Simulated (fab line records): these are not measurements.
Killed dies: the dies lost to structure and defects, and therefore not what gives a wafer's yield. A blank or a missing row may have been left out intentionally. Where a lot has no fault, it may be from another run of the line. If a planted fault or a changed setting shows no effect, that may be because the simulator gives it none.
fab line records	flow sky130
record lots=13	wafers=39	last-day=50
route steps=708 shown SONOS_TUNNEL@162 SD_P@330 RES_XHIGH@340 LI_CONTACT@364 LOCAL_INTERCONNECT@389
lots that met no fault: from a run of the same line without faults
start-h: start of the lot's first displayed wafer, in hours after the record's first day	wait-h: hours from the lot's prior step to this one	" as in the row above	L1.1+2: a single row standing in for several wafers	- no value, or no start given	* or withheld: withheld	< > ~ a bound
route shown NAME@n: a module of which the file shows steps, and the number in the route of the first	usual: the fault-free wafers' mean and standard deviation	same: alike in all rows	chamber/n: place in a boat	sites: the reading at each site	_std_site: the values' standard deviation	_edge_site: the outer-site mean with the inner-site mean subtracted	radius-mm: for every site, how far away it sits from the centre of the wafer	mask NAME#n: copy n	behind: tool/chamber where the wafer was last shaped	hold: why the lot was held/for how many hours/how that ended	device: which transistor (n, p or np) failed to switch	end of line: tests run on the same wafers once the route is complete	for a step that has no rows: nothing shown but its recipe	killed: the dies lost at the first sort to structure and to defects; this is not the yield of the wafer	map: the dies of a wafer, with x for killed, . for not killed, _ for no die there
set.NAME: the setting the step ran with; set.NAME@STEP: the setting that earlier step ran with	model.NAME: the simulator's own value behind a step, which no gauge read
one table for each step of the route and one row for each wafer, over a sample of lots
services: the hour from which a tool's chamber was out of use, counted from the record's first day as start-h (under 0 if before that day), plus the number of hours and why
## steps
# step SKY_SONOS_TUNNEL_OVL_MEAS_08
# usual SONOS_TUNNEL_OVL=-0.2/1.4
lot.wafer	tool	chamber	start-h	wait-h	SONOS_TUNNEL_OVL[nm]
L263.1	overlay-02	-	264.40	0.1	-0.5
L263.2	"	-	"	"	-1.6
L263.5	"	-	"	"	-0.7
L264.1	overlay-02	-	272.64	0.1	1.0
L264.2	"	-	"	"	-0.4
L264.6	"	-	"	"	0.7
L265.1	overlay-02	-	280.25	0.1	1.6
L265.4	"	-	"	"	-0.4
L265.5	"	-	"	"	0.9
L267.3	overlay-01	-	291.31	0.1	-1.4
L267.4	"	-	"	"	-0.5
L267.6	"	-	"	"	-0.9
L268.1	overlay-01	-	299.86	0.1	1.5
L268.5	"	-	"	"	0.4
L268.6	"	-	"	"	0.0
L270.2	overlay-01	-	324.27	0.1	0.0
L270.3	"	-	"	"	0.3
L270.5	"	-	"	"	0.1
L272.3	overlay-01	-	336.96	0.1	-1.2
L272.5	"	-	"	"	-1.1
L272.6	"	-	"	"	-2.4
L280.3	overlay-02	-	397.60	0.1	-0.3
L280.4	"	-	"	"	1.0
L280.5	"	-	"	"	0.4
L281.2	overlay-01	-	410.05	0.1	-2.4
L281.4	"	-	"	"	-1.7
L281.6	"	-	"	"	-2.5
L282.2	overlay-02	-	414.80	0.1	0.5
L282.5	"	-	"	"	0.9
L282.6	"	-	"	"	0.3
L283.1	overlay-02	-	428.54	0.1	-0.4
L283.4	"	-	"	"	-0.5
L283.5	"	-	"	"	0.9
L284.3	overlay-01	-	436.35	0.1	1.4
L284.4	"	-	"	"	0.2
L284.6	"	-	"	"	-0.4
L285.1	overlay-01	-	442.40	0.1	0.4
L285.4	"	-	"	"	0.2
L285.5	"	-	"	"	-0.4
# step SKY_SD_P_STRIP_10
# recipe chemistry=O2/N2	power-w=1400	pressure-mtorr=1500	platen-temp-c=withheld	o2-flow-sccm=3000	n2-flow-sccm=300	overash-fraction=0.5
# usual drypump-motor-current-A=5.8/0.5	oes-product-au=0.618/0.0048	strip-time-to-endpoint-s=17.49/0.044
lot.wafer	tool	chamber	start-h	wait-h	drypump-motor-current-A	oes-product-au	rf-hours-counter-h	strip-time-to-endpoint-s
L263.1	plasma-asher-02	1	602.58	0.1	5.9	0.622	91	17.48
L263.2	"	0	"	"	5.2	0.612	91	17.53
L263.5	"	0	"	"	5.2	0.628	-	17.51
L264.1	plasma-asher-02	1	621.82	0.1	5.9	0.616	93	17.50
L264.2	"	0	"	"	5.2	0.615	93	17.48
L264.6	"	0	"	"	5.2	0.616	-	17.48
L265.1	plasma-asher-03	1	625.95	0.1	5.8	0.625	19	17.53
L265.4	"	0	"	"	6.7	0.618	-	17.51
L265.5	"	0	"	"	6.8	0.618	-	17.50
L267.3	plasma-asher-03	1	637.81	0.1	5.9	0.610	-	17.43
L267.4	"	0	"	"	6.7	0.611	-	17.47
L267.6	"	1	"	"	5.8	0.621	-	17.41
L268.1	plasma-asher-02	0	646.88	0.1	5.2	0.621	95	17.51
L268.5	"	0	"	"	5.2	0.619	-	17.48
L268.6	"	1	"	"	5.9	0.619	-	17.48
L270.2	plasma-asher-03	1	673.67	0.1	5.8	0.749	24	-
L270.3	"	1	"	"	5.8	0.755	-	-
L270.5	"	0	"	"	6.7	0.740	-	-
L272.3	plasma-asher-02	1	682.21	0.1	5.9	0.615	-	17.45
L272.5	"	0	"	"	5.2	0.613	-	17.45
L272.6	"	1	"	"	5.9	0.610	-	17.46
L280.3	plasma-asher-01	0	735.46	0.1	5.5	0.618	-	17.46
L280.4	"	1	"	"	5.7	0.623	-	17.48
L280.5	"	0	"	"	5.5	0.624	-	17.45
L281.2	plasma-asher-03	1	752.00	0.1	5.8	0.613	32	17.50
L281.4	"	0	"	"	6.8	0.625	-	17.47
L281.6	"	1	"	"	5.8	0.615	-	17.51
L282.2	plasma-asher-03	0	758.98	0.1	6.8	0.619	32	17.56
L282.5	"	0	"	"	6.7	0.621	-	17.51
L282.6	"	1	"	"	5.8	0.613	-	17.51
L283.1	plasma-asher-02	0	770.33	0.1	5.2	0.614	3	17.40
L283.4	"	0	"	"	5.2	0.615	-	17.36
L283.5	"	0	"	"	5.2	0.616	-	17.38
L284.3	plasma-asher-03	1	776.25	0.1	5.8	0.622	-	17.50
L284.4	"	0	"	"	6.8	0.617	-	17.47
L284.6	"	0	"	"	6.8	0.615	-	17.53
L285.1	plasma-asher-03	0	779.58	0.1	6.7	0.617	34	17.45
L285.4	"	1	"	"	5.8	0.620	-	17.45
L285.5	"	1	"	"	5.8	0.618	-	17.48
# step SKY_RES_XHIGH_STRIP_08
# recipe chemistry=O2/N2	power-w=1400	pressure-mtorr=1500	platen-temp-c=withheld	o2-flow-sccm=3000	n2-flow-sccm=300	overash-fraction=0.5
# usual drypump-motor-current-A=5.60/0.28	oes-product-au=0.711/0.0045	strip-time-to-endpoint-s=14.27/0.039
lot.wafer	tool	chamber	start-h	wait-h	drypump-motor-current-A	oes-product-au	rf-hours-counter-h	strip-time-to-endpoint-s
L263.1	plasma-asher-01	0	631.02	0.1	5.47	0.719	51	14.33
L263.2	"	1	"	"	5.73	0.705	51	14.36
L263.5	"	0	"	"	5.48	0.718	-	14.38
L264.1	plasma-asher-02	0	650.02	0.1	5.18	0.713	96	14.28
L264.2	"	1	"	"	5.94	0.706	96	14.27
L264.6	"	1	"	"	5.94	0.713	-	14.26
L265.1	plasma-asher-02	1	654.59	0.1	5.90	0.713	96	14.25
L265.4	"	1	"	"	5.89	0.707	-	14.30
L265.5	"	1	"	"	5.93	0.709	-	14.30
L267.3	plasma-asher-04	0	666.46	0.1	5.35	0.719	-	14.27
L267.4	"	1	"	"	5.90	0.713	-	14.27
L267.6	"	1	"	"	5.86	0.714	-	14.27
L268.1	plasma-asher-04	1	675.67	0.1	5.88	0.706	84	14.30
L268.5	"	0	"	"	5.35	0.711	-	14.31
L268.6	"	1	"	"	5.88	0.715	-	14.25
L270.2	plasma-asher-04	1	702.34	0.1	5.88	0.706	87	18.82
L270.3	"	1	"	"	5.89	0.717	-	18.83
L270.5	"	0	"	"	5.33	0.717	-	18.79
L272.3	plasma-asher-02	1	710.55	0.1	5.91	0.706	-	14.33
L272.5	"	1	"	"	5.92	0.705	-	14.30
L272.6	"	0	"	"	5.20	0.714	-	14.31
L280.3	plasma-asher-04	0	763.02	0.1	5.32	0.710	-	14.28
L280.4	"	1	"	"	5.88	0.712	-	14.22
L280.5	"	0	"	"	5.34	0.716	-	14.25
L281.2	plasma-asher-04	1	778.83	0.1	5.90	0.714	95	14.28
L281.4	"	0	"	"	5.35	0.713	-	14.26
L281.6	"	0	"	"	5.34	0.708	-	14.24
L282.2	plasma-asher-01	0	785.24	0.1	5.46	0.716	66	14.25
L282.5	"	0	"	"	5.48	0.707	-	14.25
L282.6	"	1	"	"	5.75	0.710	-	14.25
L283.1	plasma-asher-04	0	796.92	0.1	5.33	0.717	97	14.29
L283.4	"	0	"	"	5.33	0.715	-	14.28
L283.5	"	0	"	"	5.33	0.701	-	14.27
L284.3	plasma-asher-04	1	803.26	0.1	5.91	0.705	-	14.32
L284.4	"	0	"	"	5.36	0.711	-	14.26
L284.6	"	0	"	"	5.36	0.711	-	14.25
L285.1	plasma-asher-02	1	806.77	0.1	5.94	0.703	6	14.31
L285.4	"	1	"	"	5.92	0.717	-	14.35
L285.5	"	1	"	"	5.94	0.702	-	14.31
# step SKY_RES_XHIGH_TW_MEAS_09
# usual RES_XHIGH_TW=1643/6.5
lot.wafer	tool	chamber	start-h	wait-h	RES_XHIGH_TW
L263.1	film-metro-04	-	631.12	0.1	1639
L263.2	"	-	"	"	1651
L263.5	"	-	"	"	1644
L264.1	film-metro-04	-	650.12	0.1	1640
L264.2	"	-	"	"	1639
L264.6	"	-	"	"	1640
L265.1	film-metro-04	-	654.69	0.1	1633
L265.4	"	-	"	"	1643
L265.5	"	-	"	"	1647
L267.3	film-metro-04	-	666.55	0.1	1632
L267.4	"	-	"	"	1644
L267.6	"	-	"	"	1640
L268.1	film-metro-03	-	675.77	0.1	1643
L268.5	"	-	"	"	1640
L268.6	"	-	"	"	1642
L270.2	film-metro-04	-	702.45	0.1	30
L270.3	"	-	"	"	30
L270.5	"	-	"	"	30
L272.3	film-metro-04	-	710.64	0.1	1656
L272.5	"	-	"	"	1662
L272.6	"	-	"	"	1652
L280.3	film-metro-01	-	763.11	0.1	1636
L280.4	"	-	"	"	1640
L280.5	"	-	"	"	1644
L281.2	film-metro-04	-	778.94	0.1	1639
L281.4	"	-	"	"	1646
L281.6	"	-	"	"	1646
L282.2	film-metro-03	-	785.35	0.1	1638
L282.5	"	-	"	"	1644
L282.6	"	-	"	"	1634
L283.1	film-metro-03	-	797.02	0.1	1635
L283.4	"	-	"	"	1639
L283.5	"	-	"	"	1637
L284.3	film-metro-03	-	803.35	0.1	1631
L284.4	"	-	"	"	1634
L284.6	"	-	"	"	1641
L285.1	film-metro-03	-	806.87	0.1	1639
L285.4	"	-	"	"	1633
L285.5	"	-	"	"	1637
# step SKY_LI_CONTACT_CMP_02
# recipe material=PSG	down-force-psi=4	platen-rpm=60	pad-velocity-m-s=0.94248
# usual motor-current-A=12.0/0.82	slurry-filter-dp-kPa=13.50/0.13	time-to-endpoint-s=30.2/1.8
lot.wafer	tool	chamber	start-h	wait-h	motor-current-A	slurry-filter-dp-kPa	time-to-endpoint-s
L263.2	cmp-02	3	661.01	0.1	10.1	13.60	31.9
L263.1	"	0	"	"	12.6	13.56	33.8
L263.5	"	1	"	"	11.4	13.66	34.3
L264.2	cmp-01	3	679.93	0.0	12.3	13.50	32.4
L264.1	"	2	"	"	12.8	13.48	31.1
L264.6	"	3	"	"	12.8	13.51	29.6
L265.4	cmp-02	2	684.61	0.0	13.0	13.34	29.0
L265.1	"	3	"	"	10.7	13.82	28.7
L265.5	"	2	"	"	13.2	13.78	27.9
L267.4	cmp-01	2	696.36	0.0	11.9	13.49	32.5
L267.3	"	0	"	"	12.2	13.20	31.7
L267.6	"	2	"	"	12.4	13.44	30.3
L268.1	cmp-01	1	705.81	0.1	12.4	13.38	30.6
L268.6	"	3	"	"	11.7	13.51	30.8
L268.5	"	0	"	"	12.7	13.41	31.2
L270.3	cmp-02	2	731.55	0.1	12.9	13.60	35.9
L270.2	"	0	"	"	12.5	13.43	33.4
L270.5	"	2	"	"	12.8	13.44	27.6
L272.3	cmp-02	1	739.45	0.1	11.5	13.59	26.8
L272.5	"	0	"	"	12.7	13.45	30.0
L272.6	"	1	"	"	11.5	13.49	30.8
L280.4	cmp-01	1	790.99	0.1	12.2	13.47	27.2
L280.3	"	3	"	"	12.1	13.54	31.1
L280.5	"	0	"	"	12.1	13.42	30.3
L281.2	cmp-02	2	806.45	0.0	13.1	13.45	29.5
L281.4	"	0	"	"	11.6	13.44	30.2
L281.6	"	3	"	"	9.9	13.43	30.3
L282.2	cmp-01	2	813.51	0.1	13.2	13.63	28.9
L282.5	"	0	"	"	12.8	13.38	31.2
L282.6	"	1	"	"	13.3	13.52	30.2
L283.1	cmp-01	0	825.45	0.1	12.2	13.59	26.5
L283.4	"	1	"	"	13.0	13.54	30.2
L283.5	"	3	"	"	12.2	13.58	25.7
L284.4	cmp-02	1	830.95	0.1	11.6	13.54	29.0
L284.3	"	3	"	"	10.3	13.47	25.4
L284.6	"	0	"	"	11.4	13.47	28.6
L285.4	cmp-01	0	834.64	0.1	12.3	13.44	30.4
L285.1	"	1	"	"	11.8	13.61	31.0
L285.5	"	3	"	"	12.0	13.66	27.8
# step SKY_LOCAL_INTERCONNECT_THK_MEAS_02
# recipe thk-meas-gauge=xrf	reads=TiN_of_LOCAL_INTERCONNECT_SPUTTER_00
# usual LOCAL_INTERCONNECT_TIN_THK=99.8/1.3
lot.wafer	tool	chamber	start-h	wait-h	LOCAL_INTERCONNECT_TIN_THK[nm]
L263.1	film-metro-03	-	691.69	0.1	100.0
L263.2	"	-	"	"	99.6
L263.5	"	-	"	"	99.7
L264.1	film-metro-04	-	709.83	0.1	101.8
L264.2	"	-	"	"	101.6
L264.6	"	-	"	"	101.5
L265.1	film-metro-03	-	715.37	0.1	100.8
L265.4	"	-	"	"	100.1
L265.5	"	-	"	"	99.9
L267.3	film-metro-02	-	726.51	0.1	99.5
L267.4	"	-	"	"	99.7
L267.6	"	-	"	"	99.5
L268.1	film-metro-02	-	735.64	0.1	101.3
L268.5	"	-	"	"	101.7
L268.6	"	-	"	"	101.7
L270.2	film-metro-04	-	760.97	0.1	99.4
L270.3	"	-	"	"	99.3
L270.5	"	-	"	"	98.3
L272.3	film-metro-02	-	768.36	0.1	99.4
L272.5	"	-	"	"	99.8
L272.6	"	-	"	"	98.7
L280.3	film-metro-04	-	819.62	0.1	99.2
L280.4	"	-	"	"	99.4
L280.5	"	-	"	"	99.6
L281.2	film-metro-03	-	835.07	0.1	99.3
L281.4	"	-	"	"	98.7
L281.6	"	-	"	"	98.7
L282.2	film-metro-02	-	841.61	0.1	101.9
L282.5	"	-	"	"	101.9
L282.6	"	-	"	"	101.2
L283.1	film-metro-03	-	853.84	0.1	98.9
L283.4	"	-	"	"	100.2
L283.5	"	-	"	"	99.5
L284.3	film-metro-03	-	859.59	0.1	100.7
L284.4	"	-	"	"	100.0
L284.6	"	-	"	"	100.0
L285.1	film-metro-04	-	862.33	0.1	98.7
L285.4	"	-	"	"	98.5
L285.5	"	-	"	"	99.2
## services
tool	chamber	start-h	hours	kind
cmp-02	-	598.96	0.3	repair
plasma-asher-02	-	606.63	0.4	repair
cmp-02	-	608.58	0.5	repair
cmp-01	-	615.74	8.2	pm
cmp-02	-	628.55	5.0	pm
plasma-asher-01	-	631.41	4.5	repair
cmp-02	-	634.66	0.6	repair
cmp-02	-	642.73	17.1	pm
cmp-01	-	659.80	4.3	pm
plasma-asher-02	-	678.21	2.9	repair
cmp-02	-	687.08	4.6	pm
plasma-asher-02	-	733.75	9.0	pm
plasma-asher-02	0	733.75	9.0	vent-cycle
plasma-asher-02	1	733.75	9.0	vent-cycle
plasma-asher-03	-	741.45	3.0	repair
cmp-01	-	742.32	1.1	repair
cmp-02	-	744.00	4.0	pm
cmp-02	-	765.91	0.8	repair
cmp-01	-	769.96	4.0	pm
cmp-02	-	774.87	0.8	repair
plasma-asher-02	-	775.72	0.8	repair
plasma-asher-01	-	801.73	1.7	repair
cmp-02	-	808.67	1.2	repair
plasma-asher-02	-	823.45	1.0	repair
## key
first-sign step=SKY_SD_P_STRIP_10	reading=oes-product-au	direction=up	sigmas=27	usual=0.618	struck=0.748
effect step=SKY_RES_XHIGH_STRIP_08	reading=strip-time-to-endpoint-s	direction=up	sigmas=99+	usual=*	struck=*
effect step=SKY_RES_XHIGH_TW_MEAS_09	reading=RES_XHIGH_TW	direction=down	sigmas=99+	usual=1643	struck=30
met-at SKY_SD_P_STRIP_10
struck-lots L270
sort-left-out L270.2,L270.3,L270.5
tester-left-out L270
not-acting-at SKY_SONOS_TUNNEL_OVL_MEAS_08,SKY_LI_CONTACT_CMP_02,SKY_LOCAL_INTERCONNECT_THK_MEAS_02
onset-between 637.81 673.67
fault kind=strip-aborted	tool=plasma-asher-03	chamber=-	onset-h=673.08	steps=SKY_SD_P_STRIP_10	offset=0.5064	end-h=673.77
# tester-left-out: of these lots the tester's yield and bins aren't shown, on N5 and GAA mostly nor the transistor test; their killed dies are dies lost to structure and defects alone, not to doping, threshold or leakage, so they don't give the yield
# sort-left-out: the simulated sort isn't trusted on such a fault, so these wafers' sort isn't shown, and their yield isn't known
